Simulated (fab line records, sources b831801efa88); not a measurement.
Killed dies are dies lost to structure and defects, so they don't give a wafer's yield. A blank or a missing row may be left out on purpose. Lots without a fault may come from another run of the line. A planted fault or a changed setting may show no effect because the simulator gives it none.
One fault seen from 2 desks | flow sky130 | each desk has only its own numbers; what lay behind them comes last

THE METROLOGY DESK
What the gauges read, lot by lot, whatever tool the lot ran on: means of the sampled wafers that have a number. A lot is out of limits, marked OUT, if its mean lies more than 4 standard deviations from the usual mean; the brackets give that distance.
Columns: A = SD_P_RS at SKY_SD_N_RS_MEAS_17, usual 147.1 ohm/sq; B = LI_CONTACT_BOW at SKY_LI_CONTACT_BOW_MEAS_03, usual 58 um; C = LI_CONTACT_W_RS at SKY_LI_CONTACT_RS_MEAS_22, usual 0.2871 ohm/sq; D = LI_CONTACT_W_THK at SKY_LI_CONTACT_THK_MEAS_23, usual 403 nm; E = cd_nm at SKY_LOCAL_INTERCONNECT_CD_MEAS_11, usual 170.3 nm
lot  | first seen here | A     | B  | C                 | D   | E
L193 | day 29 00:06    | 146.7 | 53 | 0.2835            | 411 | 169.9
L194 | day 29 02:49    | 147.0 | 55 | 0.2872            | 405 | 171.1
L195 | day 30 10:22    | 147.3 | 59 | 0.2864            | 399 | 170.4
L197 | day 30 13:32    | 147.4 | 62 | 0.2875            | 411 | 169.5
L196 | day 30 15:03    | 147.4 | 55 | 0.2866            | 398 | 171.0
L200 | day 31 00:22    | 147.3 | 54 | 0.2850            | 412 | 169.1
L202 | day 31 17:55    | 146.7 | 54 | 0.2881            | 409 | 170.2
L203 | day 31 22:14    | 146.9 | 58 | 0.2879            | 401 | 172.5
L205 | day 32 11:02    | 147.0 | 52 | 0.2870            | 403 | 171.7
L206 | day 32 18:05    | 146.8 | 55 | 0.2782            | 410 | 170.1
L207 | day 33 08:09    | 147.3 | 60 | 0.2679 (-7.4) OUT | 428 | 170.6
L214 | day 35 03:34    | 147.2 | 62 | 0.2849            | 410 | 171.1
This desk's finding: out of limits on L207; first on L207, day 34 12:26 (LI_CONTACT_W_RS at SKY_LI_CONTACT_RS_MEAS_22). In limits: L193, L194, L195, L197, L196, L200, L202, L203, L205, L206, L214.

THE TOOL OWNER'S DESK: cvd_w-01
The tool's own readings at SKY_LI_CONTACT_CVD_21 (deposits W, target thk 400 nm, time 120.56 s): means of the sampled wafers that have a number, for each lot that ran on this tool. A lot is out of limits, marked OUT, if its mean lies more than 4 standard deviations from the usual mean; the brackets give that distance.
Columns: A = heater_power_w at SKY_LI_CONTACT_CVD_21, usual 840 W
lot  | first seen here | A
L197 | day 31 18:35    | 820
L196 | day 31 19:48    | 819
L200 | day 32 04:42    | 828
L202 | day 32 22:29    | 830
L203 | day 33 02:22    | 825
L205 | day 33 15:29    | 782
L206 | day 33 22:31    | 802
L207 | day 34 12:18    | 818
This desk's finding: nothing out of limits on any of the 8 lots.

PUT TOGETHER
The metrology desk could have raised an alarm at day 34 12:26, on L207.
The tool owner's desk saw nothing out of limits.
The tool owner's desk has L207 on record, within its limits.
Of the lots named, all ran SKY_LI_CONTACT_CVD_21 on cvd_w-01.

WHAT THE SIMULATOR HAD PUT IN
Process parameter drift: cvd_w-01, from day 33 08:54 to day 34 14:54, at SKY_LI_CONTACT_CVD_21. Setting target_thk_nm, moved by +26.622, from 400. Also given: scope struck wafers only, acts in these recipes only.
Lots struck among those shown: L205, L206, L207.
Hours from the fault's start to each desk's first reading out of limits: the metrology desk, 28.
